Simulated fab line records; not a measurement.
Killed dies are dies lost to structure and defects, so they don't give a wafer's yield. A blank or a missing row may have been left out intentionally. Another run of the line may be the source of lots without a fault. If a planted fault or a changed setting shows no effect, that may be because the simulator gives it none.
Problem report, 8D (eight disciplines) form, completed by code / flow sky130 / the parts of the form that need people (team, actions taken, sign-off) are left out

1. THE ISSUE
Wafers without a fault read 15, standard deviation 3.8; killed_at_front_end at SKY_PAD_OPEN_PROBE_99 reads a mean of 52 on 2 wafers belonging to 2 lots. Relative to the usual mean, that is a shift of +9.7 standard deviations.
First seen on wafer L343.1, day 49 07:40, on prober-02. The record holds 6 wafers of 2 lots with a number at this step. Rule for "out" (also "out of limits"): further than 4 standard deviations from the usual mean. Any other wafer with a number is counted as sound.

2. WHAT THIS IS AND IS NOT
question=which readings at this step | is=killed_at_front_end | is not=killed_at_M0_to_M3, killed_at_M4_up, killed_at_contacts, killed_at_other, killed_open, killed_short
question=which lots | is=L343, L344 | is not=-
question=which wafers of those lots | is=L343.1, L344.4 | is not=L343.3, L343.4, L344.3, L344.5
question=read on which tools | is=prober-02 | is not=-
question=when | is=from day 49 07:40 | is not=up to then (0 sound wafers); but 4 sound wafers of L343, L344 came after

3. SUSPECTS, AND WHAT RULES EACH OUT
Counting: a tool at a process step up to the reading stays a suspect if it ran every lot that is out. Sound lots after the first of them don't rule it out here, since some wafers of a struck lot are sound.
- rie_diel-02 at SKY_POLY_GATE_ETCH_15 (etches BARC in N2/H2, stops on SiO2, time 118.5 s, target depth 110 nm): kept. It ran every lot that is out, first L343 (day 21 11:21).
- prober-02 at SKY_PAD_OPEN_PROBE_99: kept. It ran every lot that is out, first L343 (day 49 07:40). Its own killed_at_front_end readings are out on those wafers.
- rie_diel-02, SKY_POLY_GATE_ETCH_15: wafers that are out in chamber 2, sound lot-mates in chambers 0, 1, 3.
What counting leaves: rie_diel-02 at SKY_POLY_GATE_ETCH_15 and prober-02 at SKY_PAD_OPEN_PROBE_99.

4. THE CAUSE (what the simulator had put in)
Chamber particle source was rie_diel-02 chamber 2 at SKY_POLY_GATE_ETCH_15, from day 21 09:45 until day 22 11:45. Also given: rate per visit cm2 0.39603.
2 suspects survive the count, and this tool is in that group.

5. THE CHAIN OF EFFECTS, in route order
Each row: a reading whose mean over the struck wafers that have a number lies more than 3 standard deviations from the usual. Scope: only readings with a usual standard deviation given in the record; hours: median across lots of the time from each lot's start at the first step in this table that gives one to its start at this step; sigmas: change in usual standard deviations.
hours=0; step=SKY_PAD_OPEN_PROBE_99; reading=killed_at_front_end; usual=15; on struck wafers=52; change=+37; sigmas=+9.7
hours=0; step=SKY_PAD_OPEN_PROBE_99; reading=killed_dies; usual=86; on struck wafers=119; change=+33; sigmas=+3.8
Here are the process steps it includes:
- SKY_PAD_OPEN_PROBE_99

6. HOW IT WOULD HAVE BEEN CAUGHT EARLIER
In this record the first reading out of limits was taken at day 49 07:40, 670 hours after the fault began at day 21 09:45.
Tool readings at SKY_POLY_GATE_ETCH_15 with a usual standard deviation given in the record: none out on any struck wafer, hence no alarm at a limit of 4 standard deviations on them.
The start of SKY_POLY_GATE_ETCH_15 on rie_diel-02 came by day 49 07:40 for every one of the lots that are out (2). Tool hold at that time: it would have spared none of them.
